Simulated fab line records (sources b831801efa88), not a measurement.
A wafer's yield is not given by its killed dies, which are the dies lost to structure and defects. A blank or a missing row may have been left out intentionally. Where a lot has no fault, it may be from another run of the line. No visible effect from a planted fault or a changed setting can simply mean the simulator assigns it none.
fab line records | flow sky130
record: lots: 6 wafers: 18 lastDay: 49
route steps=708 shown PWDE@52 NWELL@56 PAD_OPEN@708
lots that met no fault: taken from a fault-free run of the same line
startH: the number of hours between the record's first day and the start of the first shown wafer of the lot | waitH: hours elapsed since this lot's preceding step | " the same as in the row above | L1.1+2: a single row standing in for several wafers | - no value present, or no start provided | * or withheld: withheld | < > ~ a bound
route shown NAME@n: names a module that has steps shown in the file, with the first one's number in the route | usual: mean and standard deviation over wafers with no fault | same: alike in all rows | chamber/n: place in a boat | sites: each site's reading | _std_site: the values' standard deviation | _edge_site: inner sites' mean taken away from outer sites' mean | radiusMm: for every site, how far away it sits from the centre of the wafer | mask NAME#n: copy n | behind: the last tool/chamber to shape the wafer | hold: cause of the lot's hold/its duration in hours/its outcome | device: whichever transistor did not switch (one of n, p or np) | end of line: at the end of the route, the tests of the same wafers | where a step has no rows: the recipe by itself | killed: not the wafer's yield, but the dies lost to structure and defects at the first sort | map: a wafer's dies, marking killed ones x, the rest . and places with no die _
set.NAME: the run value of the setting; set.NAME@STEP: its run value at that earlier step | model.NAME: the simulator's own value behind a step, which no gauge read
lots seen at some steps along the route; tables by step, rows by wafer
services: from which hour (startH, from the record's first day; less than 0 if before it) a tool's chamber was out of use, for how many hours, and why
== steps ==
step: SKY_PWDE_OVL_MEAS_07
usual: PWDE_OVL: 0.0/1.3
columns lot.wafer tool chamber startH waitH PWDE_OVL[nm]
L135.2 overlay-02 - 85.48 - -1.4
L135.3 " - " " 1.1
L135.5 " - " " -0.7
L142.1 overlay-02 - 122.96 - 1.4
L142.4 " - " " 3.1
L142.6 " - " " 3.3
L143.3 overlay-01 - 132.63 - -0.4
L143.4 " - " " -1.6
L143.5 " - " " -1.5
L146.1 overlay-01 - 150.35 - -2.9
L146.4 " - " " -1.1
L146.5 " - " " -1.4
L147.1 overlay-01 - 155.66 - -0.4
L147.5 " - " " -1.3
L147.6 " - " " 0.0
L151.2 overlay-02 - 179.30 - -1.3
L151.4 " - " " 0.0
L151.5 " - " " -0.1
step: SKY_PWDE_IMPLANT_08
recipe: species: B energyKev: 150 doseCm2: 3.572e+12 tiltDeg: withheld
step: SKY_PWDE_STRIP_09
recipe: chemistry: O2/N2 powerW: 1400 pressureMtorr: 1500 platenTempC: withheld o2FlowSccm: 3000 n2FlowSccm: 300 overashFraction: 0.5
usual: drypumpMotorCurrentA: 5.6/0.63 o2FlowSccm: 3000/11 oesProductAu: 0.723/0.0045 stripTimeToEndpointS: 37.60/0.11
columns lot.wafer tool chamber startH waitH drypumpMotorCurrentA o2FlowSccm oesProductAu rfHoursCounterH stripTimeToEndpointS
L135.2 plasmaAsher-01 0 85.66 0.1 6.6 3014 0.724 40 37.74
L135.3 " 0 " " 6.5 3013 0.722 - 37.70
L135.5 " 0 " " 6.6 3001 0.722 - 37.72
L142.1 plasmaAsher-02 1 123.15 0.1 4.8 2981 0.722 48 37.62
L142.4 " 1 " " 4.8 2987 0.721 - 37.72
L142.6 " 1 " " 4.8 2982 0.721 - 37.74
L143.3 plasmaAsher-01 1 132.83 0.1 5.1 3009 0.722 - 37.73
L143.4 " 0 " " 6.5 3014 0.722 - 37.58
L143.5 " 0 " " 6.6 2995 0.726 - 37.65
L146.1 plasmaAsher-02 0 150.53 0.1 6.1 3008 0.718 49 37.56
L146.4 " 0 " " 6.1 2988 0.723 - 37.76
L146.5 " 1 " " 4.7 3012 0.716 - 37.77
L147.1 plasmaAsher-02 0 155.85 0.1 6.1 2930 0.726 50 37.62
L147.5 " 1 " " 4.7 3002 0.718 - 37.53
L147.6 " 0 " " 6.1 3000 0.726 - 37.56
L151.2 plasmaAsher-03 0 179.48 0.1 5.5 3011 0.725 49 37.53
L151.4 " 0 " " 5.4 3011 0.719 - 37.60
L151.5 " 0 " " 5.5 3004 0.726 - 37.55
step: SKY_PWDE_TW_MEAS_10
usual: PWDE_TW: 374.3/3
columns lot.wafer tool chamber startH waitH PWDE_TW
L135.2 filmMetro-03 - 85.77 0.1 372.0
L135.3 " - " " 371.0
L135.5 " - " " 371.1
L142.1 filmMetro-01 - 123.25 0.1 375.5
L142.4 " - " " 377.7
L142.6 " - " " 375.3
L143.3 filmMetro-01 - 132.92 0.1 376.8
L143.4 " - " " 374.8
L143.5 " - " " 374.8
L146.1 filmMetro-01 - 150.63 0.1 373.0
L146.4 " - " " 371.9
L146.5 " - " " 373.1
L147.1 filmMetro-01 - 155.95 0.1 373.9
L147.5 " - " " 375.1
L147.6 " - " " 372.8
L151.2 filmMetro-04 - 179.59 0.1 373.5
L151.4 " - " " 372.3
L151.5 " - " " 372.3
step: SKY_NWELL_DEHYDRATE_03
recipe: tempC: 200 timeS: 60
step: SKY_NWELL_HMDS_04
recipe: primeTimeS: 60 primeTempC: 120
step: SKY_NWELL_COAT_05
recipe: spinRpm: 2000 resistThkNm: 3000
step: SKY_NWELL_SOFTBAKE_06
recipe: tempC: 110 timeS: withheld
step: SKY_NWELL_EXPOSE_07
recipe: maskId: NWM na: 0.6 sourceShape: conventional sigmaOuter: 0.6 polarization: unpolarized targetCdNm: 840 doseMj: 255
step: SKY_NWELL_PEB_08
recipe: tempC: 115 timeS: withheld
step: SKY_NWELL_DEVELOP_09
recipe: wallAngleDeg: 90 developer: TMAH developTimeS: 60 devTempC: 23
step: SKY_NWELL_OVL_MEAS_10
usual: NWELL_00_OVL: -0.3/1.4
columns lot.wafer tool chamber startH waitH NWELL_00_OVL[nm]
L135.2 overlay-01 - 103.51 - -1.5
L135.3 " - " " -1.3
L135.5 " - " " -2.2
L142.1 overlay-01 - 141.90 - -0.9
L142.4 " - " " 0.1
L142.6 " - " " -1.4
L143.3 overlay-02 - 152.24 - -2.1
L143.4 " - " " -1.9
L143.5 " - " " 0.5
L146.1 overlay-01 - 170.13 - 1.4
L146.4 " - " " 1.7
L146.5 " - " " 0.0
L147.1 overlay-02 - 176.26 - 2.3
L147.5 " - " " 2.3
L147.6 " - " " 1.2
L151.2 overlay-02 - 200.78 - 0.1
L151.4 " - " " 0.2
L151.5 " - " " 0.2
step: SKY_NWELL_IMPLANT_11
recipe: species: P energyKev: 400 doseCm2: 1.9e+13 tiltDeg: withheld
usual: beamEnergyKeV: 399.99/0.1
columns lot.wafer tool chamber startH waitH beamEnergyKeV model.implant.rpNm model.implant.drpNm
L135.2 implanter-02 0 103.57 0.0 400.07 509.7 116.9
L135.3 " 0 " " 400.09 509.7 116.9
L135.5 " 0 " " 400.23 509.7 116.9
L142.1 implanter-02 0 141.94 0.0 399.92 480.7 116.9
L142.4 " 0 " " 399.94 480.7 116.9
L142.6 " 0 " " 400.11 480.7 116.9
L143.3 implanter-03 0 152.31 0.1 399.83 493.5 116.9
L143.4 " 0 " " 399.90 493.5 116.9
L143.5 " 0 " " 400.01 493.5 116.9
L146.1 implanter-01 0 170.16 0.0 399.85 516.8 116.9
L146.4 " 0 " " 399.95 516.8 116.9
L146.5 " 0 " " 399.74 516.8 116.9
L147.1 implanter-03 0 176.30 0.0 378.99 483.7 113.5
L147.5 " 0 " " 378.95 483.7 113.5
L147.6 " 0 " " 379.15 483.7 113.5
L151.2 implanter-03 0 200.84 0.0 379.09 474.1 113.5
L151.4 " 0 " " 378.80 474.1 113.5
L151.5 " 0 " " 379.03 474.1 113.5
step: SKY_NWELL_IMPLANT_12
recipe: species: P energyKev: 120 doseCm2: 1.3e+12 tiltDeg: withheld
step: SKY_NWELL_IMPLANT_13
recipe: species: P energyKev: 50 doseCm2: 7e+11 tiltDeg: withheld
step: SKY_NWELL_STRIP_14
recipe: chemistry: O2/N2 powerW: 1400 pressureMtorr: 1500 platenTempC: withheld o2FlowSccm: 3000 n2FlowSccm: 300 overashFraction: 0.5
usual: drypumpMotorCurrentA: 5.9/0.55 o2FlowSccm: 3001/8.7 oesProductAu: 0.723/0.0042 stripTimeToEndpointS: 36.91/0.12
columns lot.wafer tool chamber startH waitH drypumpMotorCurrentA o2FlowSccm oesProductAu rfHoursCounterH stripTimeToEndpointS
L135.2 plasmaAsher-03 1 103.99 0.1 5.9 3015 0.725 43 36.95
L135.3 " 1 " " 5.8 3003 0.724 - 36.81
L135.5 " 1 " " 5.8 3006 0.720 - 36.85
L142.1 plasmaAsher-04 0 142.39 0.1 6.4 3007 0.721 28 36.95
L142.4 " 0 " " 6.4 3004 0.718 - 36.92
L142.6 " 1 " " 6.2 2996 0.724 - 37.04
L143.3 plasmaAsher-03 1 152.75 0.1 5.8 3006 0.724 - 37.07
L143.4 " 0 " " 5.5 3004 0.727 - 37.07
L143.5 " 0 " " 5.4 3016 0.726 - 36.97
L146.1 plasmaAsher-01 0 170.61 0.1 6.6 3015 0.723 6 36.85
L146.4 " 0 " " 6.5 3011 0.728 - 36.94
L146.5 " 1 " " 5.0 2994 0.725 - 36.88
L147.1 plasmaAsher-01 1 176.75 0.1 5.1 3018 0.719 7 36.85
L147.5 " 1 " " 5.0 3005 0.717 - 36.93
L147.6 " 0 " " 6.5 3005 0.727 - 36.66
L151.2 plasmaAsher-04 0 201.26 0.1 6.4 3010 0.730 33 37.01
L151.4 " 0 " " 6.4 3006 0.723 - 37.03
L151.5 " 0 " " 6.4 3017 0.729 - 37.02
step: SKY_NWELL_TW_MEAS_15
usual: NWELL_TW: 1817/21
columns lot.wafer tool chamber startH waitH NWELL_TW
L135.2 filmMetro-03 - 104.10 0.1 1806
L135.3 " - " " 1794
L135.5 " - " " 1800
L142.1 filmMetro-04 - 142.49 0.1 1822
L142.4 " - " " 1825
L142.6 " - " " 1840
L143.3 filmMetro-03 - 152.83 0.1 1790
L143.4 " - " " 1799
L143.5 " - " " 1802
L146.1 filmMetro-03 - 170.71 0.1 1782
L146.4 " - " " 1789
L146.5 " - " " 1792
L147.1 filmMetro-03 - 176.85 0.1 1778
L147.5 " - " " 1780
L147.6 " - " " 1782
L151.2 filmMetro-03 - 201.37 0.1 1783
L151.4 " - " " 1780
L151.5 " - " " 1781
step: SKY_NWELL_DEHYDRATE_16
recipe: tempC: 200 timeS: 60
step: SKY_NWELL_HMDS_17
recipe: primeTimeS: 60 primeTempC: 120
step: SKY_NWELL_COAT_18
recipe: spinRpm: 2000 resistThkNm: 3000
step: SKY_NWELL_SOFTBAKE_19
recipe: tempC: 110 timeS: withheld
step: SKY_NWELL_EXPOSE_20
recipe: maskId: NWM_COMPLEMENT na: 0.6 sourceShape: conventional sigmaOuter: 0.6 polarization: unpolarized targetCdNm: 840 doseMj: 260
step: SKY_NWELL_PEB_21
recipe: tempC: 115 timeS: withheld
step: SKY_NWELL_DEVELOP_22
recipe: wallAngleDeg: 90 developer: TMAH developTimeS: 60 devTempC: 23
step: SKY_NWELL_OVL_MEAS_23
usual: NWELL_01_OVL: -0.7/1.5
columns lot.wafer tool chamber startH waitH NWELL_01_OVL[nm]
L135.2 overlay-02 - 122.36 - 0.9
L135.3 " - " " 1.2
L135.5 " - " " 1.4
L142.1 overlay-01 - 161.95 - -2.0
L142.4 " - " " 0.1
L142.6 " - " " -0.4
L143.3 overlay-02 - 172.49 - 3.2
L143.4 " - " " -1.1
L143.5 " - " " 1.2
L146.1 overlay-02 - 191.86 - -0.5
L146.4 " - " " -1.7
L146.5 " - " " 0.4
L147.1 overlay-01 - 197.56 - 1.3
L147.5 " - " " 1.7
L147.6 " - " " 0.5
L151.2 overlay-02 - 223.52 - -0.8
L151.4 " - " " 0.0
L151.5 " - " " 0.0
step: SKY_NWELL_IMPLANT_24
recipe: species: B energyKev: 140 doseCm2: 9.2e+12 tiltDeg: withheld
step: SKY_NWELL_STRIP_25
recipe: chemistry: O2/N2 powerW: 1400 pressureMtorr: 1500 platenTempC: withheld o2FlowSccm: 3000 n2FlowSccm: 300 overashFraction: 0.5
usual: drypumpMotorCurrentA: 5.9/0.63 o2FlowSccm: 2998/8.8 oesProductAu: 0.722/0.0038 stripTimeToEndpointS: 36.88/0.099
columns lot.wafer tool chamber startH waitH drypumpMotorCurrentA o2FlowSccm oesProductAu rfHoursCounterH stripTimeToEndpointS
L135.2 plasmaAsher-04 0 122.54 0.1 6.4 3000 0.714 25 36.79
L135.3 " 1 " " 6.2 3003 0.720 - 36.82
L135.5 " 0 " " 6.4 2987 0.717 - 36.76
L142.1 plasmaAsher-01 1 162.14 0.1 5.1 2998 0.722 5 36.87
L142.4 " 1 " " 5.1 3007 0.724 - 36.83
L142.6 " 1 " " 5.0 3012 0.725 - 36.91
L143.3 plasmaAsher-01 0 172.70 0.1 6.5 3004 0.718 - 36.80
L143.4 " 1 " " 5.0 2992 0.725 - 36.88
L143.5 " 0 " " 6.6 3009 0.722 - 36.73
L146.1 plasmaAsher-04 1 192.05 0.1 6.2 2993 0.722 33 36.90
L146.4 " 0 " " 6.4 2991 0.720 - 36.91
L146.5 " 0 " " 6.4 3003 0.719 - 36.91
L147.1 plasmaAsher-03 0 197.75 0.1 5.4 2982 0.721 51 36.75
L147.5 " 0 " " 5.4 2993 0.727 - 36.81
L147.6 " 1 " " 5.8 2987 0.727 - 36.75
L151.2 plasmaAsher-03 1 223.70 0.1 5.8 2993 0.718 54 36.95
L151.4 " 1 " " 5.8 2999 0.727 - 36.84
L151.5 " 0 " " 5.5 2998 0.725 - 36.83
step: SKY_NWELL_TW_MEAS_26
usual: NWELL_2_TW: 496/5.7
columns lot.wafer tool chamber startH waitH NWELL_2_TW
L135.2 filmMetro-03 - 122.65 0.1 492
L135.3 " - " " 488
L135.5 " - " " 489
L142.1 filmMetro-03 - 162.24 0.1 489
L142.4 " - " " 491
L142.6 " - " " 486
L143.3 filmMetro-04 - 172.78 0.1 499
L143.4 " - " " 495
L143.5 " - " " 495
L146.1 filmMetro-03 - 192.15 0.1 486
L146.4 " - " " 489
L146.5 " - " " 489
L147.1 filmMetro-01 - 197.85 0.1 501
L147.5 " - " " 503
L147.6 " - " " 500
L151.2 filmMetro-03 - 223.81 0.1 493
L151.4 " - " " 492
L151.5 " - " " 491
step: SKY_NWELL_CLEAN_27
recipe: chemistry: SC1/SC2 mix: 1:4:20 tempC: 70 timeS: 150 dry: n2Spin
step: SKY_NWELL_RTA_28
recipe: tempC: 1050 timeS: 30 idleTempC: 650 rampUpCPerS: 150 rampDownCPerS: 90 ambient: N2
usual: annealTempCMax: 1056.4/1.6 lampPowerPct: 25.31/0.05 wafer_temp_C_max: 1054.8/0.94
columns lot.wafer tool chamber startH waitH annealTempCMax lampPowerPct wafer_temp_C_max
L135.2 rtpAnneal-02 0 122.77 0.0 1058.7 25.43 1053.9
L135.3 " 0 " " 1056.9 25.26 1055.2
L135.5 " 0 " " 1059.3 25.31 1053.3
L142.1 rtpAnneal-02 0 162.35 0.0 1056.7 25.31 1055.5
L142.4 " 0 " " 1059.2 25.36 1053.5
L142.6 " 0 " " 1055.3 25.35 1054.0
L143.3 rtpAnneal-01 0 172.91 0.0 1055.0 25.30 1054.5
L143.4 " 0 " " 1056.2 25.27 1056.2
L143.5 " 0 " " 1057.1 25.25 1054.5
L146.1 rtpAnneal-02 0 192.26 0.0 1055.9 25.30 1055.7
L146.4 " 0 " " 1057.7 25.28 1054.2
L146.5 " 0 " " 1056.4 25.30 1053.8
L147.1 rtpAnneal-02 0 197.96 0.0 1057.6 25.26 1054.5
L147.5 " 0 " " 1055.4 25.33 1055.6
L147.6 " 0 " " 1057.7 25.22 1053.3
L151.2 rtpAnneal-01 0 223.93 0.0 1055.7 25.35 1054.5
L151.4 " 0 " " 1055.8 25.39 1053.5
L151.5 " 0 " " 1054.8 25.29 1053.8
step: SKY_NWELL_RS_MEAS_29
recipe: thkMeasGauge: four-point-probe
usual: NWELL_RS: 624.7/1.8
columns lot.wafer tool chamber startH waitH NWELL_RS[ohm/sq]
L135.2 filmMetro-04 - 122.87 0.1 626.6
L135.3 " - " " 625.6
L135.5 " - " " 625.4
L142.1 filmMetro-01 - 162.45 0.1 621.1
L142.4 " - " " 621.0
L142.6 " - " " 623.5
L143.3 filmMetro-04 - 173.01 0.1 624.9
L143.4 " - " " 626.2
L143.5 " - " " 626.2
L146.1 filmMetro-04 - 192.36 0.1 626.5
L146.4 " - " " 626.4
L146.5 " - " " 627.8
L147.1 filmMetro-04 - 198.06 0.1 634.3
L147.5 " - " " 632.5
L147.6 " - " " 634.1
L151.2 filmMetro-03 - 224.03 0.1 628.8
L151.4 " - " " 630.9
L151.5 " - " " 628.1
step: SKY_PAD_OPEN_PROBE_99
usual: killed_at_M0_to_M3: 43/6.6 killed_at_M4_up: 3.0/1.7 killedAtContacts: 24/5.4 killedAtFrontEnd: 16/4.6 killedAtOther: 0.3/0.53 killedDies: 87/9.7 killedOpen: 47/7.3 killedShort: 39/6.5
same: grossDies: 492 killedAtBackSide: 0
columns lot.wafer tool chamber startH waitH killed_at_M0_to_M3 killed_at_M4_up killedAtContacts killedAtFrontEnd killedAtOther killedDies killedOpen killedShort model.etest.resNwell.lineOhmUm model.etest.resNwell.rsOhmSq model.etest.tip_p_5v.rsOhmSq model.etest.pfetG5v0d10v5.offLog10AUm model.etest.isoNwellNwell.leakLog10AUm model.etest.pfet_01v8_lvt.offLog10AUm model.etest.pfetG5v0d10v5.vtSatV model.etest.pfet_16v.vtV
L135.2 prober-02 - 1095.81 0.1 36 3 28 22 1 90 39 51 1108 909.7 2844 -12.57 -13.56 -8.479 -0.6203 -1.097
L135.3 prober-02 - 1095.86 0.2 47 5 30 17 0 99 57 42 1087 908.6 2858 -12.56 -13.42 -8.668 -0.6296 -1.087
L135.5 prober-02 - 1095.96 0.2 55 3 26 20 0 104 50 54 1094 908.3 2875 -12.54 -13.49 -8.626 -0.6397 -1.095
L142.1 prober-02 - 1138.31 0.1 44 3 20 19 1 87 39 47 1288 1084 2907 -12.67 -13.8 -8.937 -0.6456 -1.116
L142.4 prober-02 - 1138.46 0.2 36 5 27 10 0 78 42 35 1282 1079 2899 -12.61 -13.78 -8.959 -0.65 -1.125
L142.6 prober-02 - 1138.56 0.2 35 2 22 11 0 70 39 30 1202 1029 2902 -13.02 -13.82 -8.86 -0.6802 -1.125
L143.3 prober-01 - 1145.71 0.2 45 0 32 19 0 96 52 44 1172 979.2 2871 -12.76 -13.95 -9.193 -0.6377 -1.099
L143.4 prober-01 - 1145.76 0.2 54 2 29 21 0 106 55 51 1124 941.1 2861 -12.73 -13.61 -8.931 -0.6414 -1.095
L143.5 prober-01 - 1145.81 0.2 44 0 30 11 0 85 50 35 1125 939.9 2894 -12.77 -13.66 -8.96 -0.6569 -1.111
L146.1 prober-02 - 1157.80 0.1 36 4 17 13 0 70 43 26 1121 945.5 2827 -12.14 -13.44 -8.415 -0.6073 -1.078
L146.4 prober-02 - 1157.95 0.2 44 3 30 12 0 89 41 47 1094 907.4 2820 -12.12 -13.52 -8.244 -0.5897 -1.068
L146.5 prober-02 - 1158.00 0.2 51 3 29 8 0 91 55 36 1075 895.8 2827 -12.08 -13.43 -8.423 -0.6045 -1.061
L147.1 prober-01 - 1161.25 0.1 54 1 25 14 1 95 62 32 1247 1061 2882 -13.02 -13.83 -9.214 -0.6749 -1.114
L147.5 prober-01 - 1161.45 0.2 41 0 21 19 0 81 39 42 1258 1070 2880 -12.98 -13.94 -9.23 -0.6776 -1.126
L147.6 prober-01 - 1161.50 0.2 56 3 28 15 0 102 41 61 1211 1009 2902 -12.88 -13.88 -9.092 -0.6755 -1.126
L151.2 prober-01 - 1182.73 0.1 35 3 33 20 0 91 53 38 1258 1029 2898 -13.25 -13.99 -9.285 -0.6903 -1.151
L151.4 prober-01 - 1182.83 0.2 43 3 26 22 0 94 63 31 1262 1038 2902 -13.21 -13.96 -9.273 -0.7122 -1.148
L151.5 prober-01 - 1182.88 0.2 43 4 31 15 0 93 49 44 1228 1019 2905 -13.04 -13.9 -9.227 -0.6803 -1.147
killed by level:class
L135.2 LOCAL_INTERCONNECT:geometricParticle:short=11 METAL1:geometricParticle:short=9 CONTACT:geometricParticle:open=7 FIELD_ISO:geometricParticle:short=5 FIELD_ISO:geometricParticle:open=5 CONTACT:geometricParticle:short=5 VIA1:geometricParticle:open=5 SPACER:geometricParticle:open=4
L135.3 CONTACT:geometricParticle:open=14 VIA1:geometricParticle:open=14 VIA2:geometricParticle:open=8 CONTACT:geometricParticle:short=7 VIA2:geometricParticle:short=6 POLY_GATE:geometricParticle:open=5 LI_CONTACT:geometricParticle:open=5 METAL2:geometricParticle:short=5
L135.5 CONTACT:geometricParticle:open=9 METAL2:geometricParticle:short=9 POLY_GATE:geometricParticle:short=8 VIA2:geometricParticle:open=8 VIA3:geometricParticle:open=8 LI_CONTACT:geometricParticle:open=7 CONTACT:geometricParticle:short=7 VIA1:geometricParticle:open=7
L142.1 VIA3:geometricParticle:open=9 METAL1:geometricParticle:short=7 POLY_GATE:geometricParticle:short=6 POLY_GATE:geometricParticle:open=5 VIA1:geometricParticle:open=5 VIA2:geometricParticle:short=5 FIELD_ISO:geometricParticle:short=4 CONTACT:geometricParticle:open=4
L142.4 LI_CONTACT:geometricParticle:open=11 VIA1:geometricParticle:open=9 CONTACT:geometricParticle:open=7 METAL2:geometricParticle:short=6 VIA2:geometricParticle:open=6 VIA1:geometricParticle:short=5 POLY_GATE:geometricParticle:short=4 CONTACT:geometricParticle:short=4
L142.6 CONTACT:geometricParticle:open=9 METAL1:geometricParticle:short=9 LI_CONTACT:geometricParticle:open=6 VIA2:geometricParticle:open=5 VIA1:geometricParticle:open=4 FIELD_ISO:geometricParticle:open=3 VIA3:geometricParticle:short=3 VIA1:geometricParticle:short=3
L143.3 CONTACT:geometricParticle:open=10 CONTACT:geometricParticle:short=9 VIA1:geometricParticle:open=9 METAL2:geometricParticle:short=8 POLY_GATE:geometricParticle:open=6 LI_CONTACT:geometricParticle:open=6 FIELD_ISO:geometricParticle:short=5 LOCAL_INTERCONNECT:geometricParticle:short=5
L143.4 METAL2:geometricParticle:short=13 CONTACT:geometricParticle:open=12 VIA1:geometricParticle:open=10 VIA2:geometricParticle:open=10 FIELD_ISO:geometricParticle:open=6 FIELD_ISO:geometricParticle:short=5 POLY_GATE:geometricParticle:open=5 LI_CONTACT:geometricParticle:open=5
L143.5 VIA1:geometricParticle:open=13 VIA2:geometricParticle:open=10 CONTACT:geometricParticle:open=9 LI_CONTACT:geometricParticle:open=8 LI_CONTACT:geometricParticle:short=5 POLY_GATE:geometricParticle:short=4 VIA3:geometricParticle:open=4 VIA1:geometricParticle:short=4
L146.1 VIA1:geometricParticle:open=11 CONTACT:geometricParticle:open=7 LI_CONTACT:geometricParticle:open=5 VIA2:geometricParticle:open=5 VIA3:geometricParticle:open=5 METAL2:geometricParticle:short=4 LOCAL_INTERCONNECT:geometricParticle:short=3 METAL1:geometricParticle:short=3
L146.4 CONTACT:geometricParticle:open=11 METAL2:geometricParticle:short=9 VIA1:geometricParticle:open=9 CONTACT:geometricParticle:short=8 VIA2:geometricParticle:short=7 VIA3:geometricParticle:open=5 LI_CONTACT:geometricParticle:open=4 LOCAL_INTERCONNECT:geometricParticle:short=4
L146.5 CONTACT:geometricParticle:open=15 VIA1:geometricParticle:open=10 VIA3:geometricParticle:open=8 VIA1:geometricParticle:short=7 LI_CONTACT:geometricParticle:open=6 METAL1:geometricParticle:short=6 VIA2:geometricParticle:open=6 CONTACT:geometricParticle:short=5
L147.1 VIA1:geometricParticle:open=21 VIA2:geometricParticle:open=10 LI_CONTACT:geometricParticle:open=9 CONTACT:geometricParticle:open=7 POLY_GATE:geometricParticle:open=6 POLY_GATE:geometricParticle:short=4 VIA2:geometricParticle:short=4 VIA3:geometricParticle:open=4
L147.5 VIA3:geometricParticle:open=9 POLY_GATE:geometricParticle:short=7 CONTACT:geometricParticle:open=7 LI_CONTACT:geometricParticle:open=6 METAL2:geometricParticle:short=6 FIELD_ISO:geometricParticle:short=5 VIA2:geometricParticle:open=5 METAL1:geometricParticle:short=4
L147.6 CONTACT:geometricParticle:short=10 VIA1:geometricParticle:open=10 METAL2:geometricParticle:short=10 METAL1:geometricParticle:short=7 VIA3:geometricParticle:open=7 LI_CONTACT:geometricParticle:open=6 CONTACT:geometricParticle:open=6 VIA3:geometricParticle:short=6
L151.2 VIA1:geometricParticle:open=12 LI_CONTACT:geometricParticle:open=11 FIELD_ISO:geometricParticle:short=8 CONTACT:geometricParticle:short=7 CONTACT:geometricParticle:open=6 VIA3:geometricParticle:open=6 FIELD_ISO:geometricParticle:open=5 POLY_GATE:geometricParticle:open=4
L151.4 CONTACT:geometricParticle:open=12 VIA1:geometricParticle:open=10 LI_CONTACT:geometricParticle:open=9 METAL1:geometricParticle:short=7 FIELD_ISO:geometricParticle:open=6 VIA1:geometricParticle:short=6 VIA2:geometricParticle:open=6 VIA3:geometricParticle:open=5
L151.5 VIA1:geometricParticle:open=16 LI_CONTACT:geometricParticle:open=9 METAL3:geometricParticle:short=7 CONTACT:geometricParticle:open=6 LOCAL_INTERCONNECT:geometricParticle:short=5 LI_CONTACT:geometricParticle:short=5 CONTACT:geometricParticle:short=5 METAL2:geometricParticle:short=5
== services ==
columns tool chamber startH hours kind
plasmaAsher-04 - 64.77 2.8 pm
implanter-03 - 94.60 13.8 pm
plasmaAsher-01 - 108.75 9.0 pm
plasmaAsher-01 0 108.75 9.0 ventCycle
plasmaAsher-01 1 108.75 9.0 ventCycle
plasmaAsher-01 - 111.70 0.6 repair
plasmaAsher-01 0 117.75 - clean
plasmaAsher-01 1 117.75 - clean
plasmaAsher-02 - 127.18 10.7 repair
plasmaAsher-03 - 129.48 10.0 repair
plasmaAsher-04 - 213.94 14.6 pm
== key ==
firstSign: step: SKY_NWELL_IMPLANT_11 reading: beamEnergyKeV direction: down sigmas: 99+ usual: * struck: *
effect: step: SKY_NWELL_RS_MEAS_29 reading: NWELL_RS direction: up sigmas: 3.7 usual: 624.7 struck: 631.4
modelEffect: step: SKY_NWELL_IMPLANT_11 value: implant.rpNm without: 502.5 struck: 478.9
modelEffect: step: SKY_PAD_OPEN_PROBE_99 value: etest.resNwell.lineOhmUm without: 1120 struck: 1244
metAt SKY_NWELL_IMPLANT_11
struckWafers L147.1,L147.5,L147.6,L151.2,L151.4,L151.5
testerLeftOut L147,L151
onsetBetween 152.31 176.30
fault: kind: processParameterDrift tool: implanter-03 chamber: - onsetH: 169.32 steps: SKY_NWELL_IMPLANT_11 channel: energyKev offset: * shape: step endH: 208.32 actsIn: * stated: *
testerLeftOut: of these lots the tester's yield and bins aren't shown, on N5 and GAA mostly nor the transistor test; their killed dies are dies lost to structure and defects alone, not to doping, threshold or leakage, so they don't give the yield
